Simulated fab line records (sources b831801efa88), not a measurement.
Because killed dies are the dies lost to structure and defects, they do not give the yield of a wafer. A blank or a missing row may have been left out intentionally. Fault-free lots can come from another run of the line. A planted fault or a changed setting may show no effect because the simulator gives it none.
Which of the tools did it?	flow gf180mcu	Sampling: 7 lots, 21 wafers, 3 of 602 route steps

## WHAT EACH GAUGE READ, for each wafer
GF_M3_OVL_MEAS_15.
lot	measured	on	M3_OVL (nm)
L480	day 21 18:34	overlay-02	-7 4 -12
L484	day 23 07:19	overlay-02	-2 10 -10
L486	day 24 02:43	overlay-01	-12 -3 0
L491	day 25 15:30	overlay-02	-6 0 0
L495	day 26 19:25	overlay-01	-5 8 0
L498	day 27 20:23	overlay-01	-4 -10 5
L500	day 28 09:49	overlay-02	-13 -9 -11

## EACH LOT AND THE TOOL THAT RAN IT (in order: tool; ch and the chambers of the sampled wafers; start)
lot	GF_DNWELL_IMPLANT_07	GF_V2_SPUTTER_22
L480	implanter-04 ch 0, day 2 23:53	pvd-sputter-01, day 20 17:30
L484	implanter-01 ch 0, day 3 21:47	pvd-sputter-01, day 22 07:19
L486	implanter-03 ch 0, day 4 09:11	pvd-sputter-03, day 23 03:17
L491	implanter-04 ch 0, day 5 10:20	pvd-sputter-03, day 24 16:52
L495	implanter-01 ch 0, day 6 05:54	pvd-sputter-03, day 25 22:10
L498	implanter-04 ch 0, day 6 23:40	pvd-sputter-03, day 26 22:57
L500	implanter-04 ch 0, day 7 11:00	pvd-sputter-03, day 27 13:01
- GF_DNWELL_IMPLANT_07
- GF_V2_SPUTTER_22: material TiN, target thk 10 nm, time 40 s.

## THE ANSWER, worked out from the rows above alone
Rule: usual is defined by the lots themselves. The widest of any qualifying gaps counts: lots, ordered by their means at a reading, are off when they make up no more than a third of the lots, leave a main group of 4 or more, and stand apart from it by 3 or more times the standard deviation of that group's means. If all means in a main group match to the digits the tables above print for the reading, that group is not used. A lot without any number at a reading at which 4 lots or more have one is off too. All remaining lots with rows at the step are treated as sound.
No lot is off at any reading shown: from this, nothing can be told.

## WHAT THE SIMULATOR HAD INSERTED
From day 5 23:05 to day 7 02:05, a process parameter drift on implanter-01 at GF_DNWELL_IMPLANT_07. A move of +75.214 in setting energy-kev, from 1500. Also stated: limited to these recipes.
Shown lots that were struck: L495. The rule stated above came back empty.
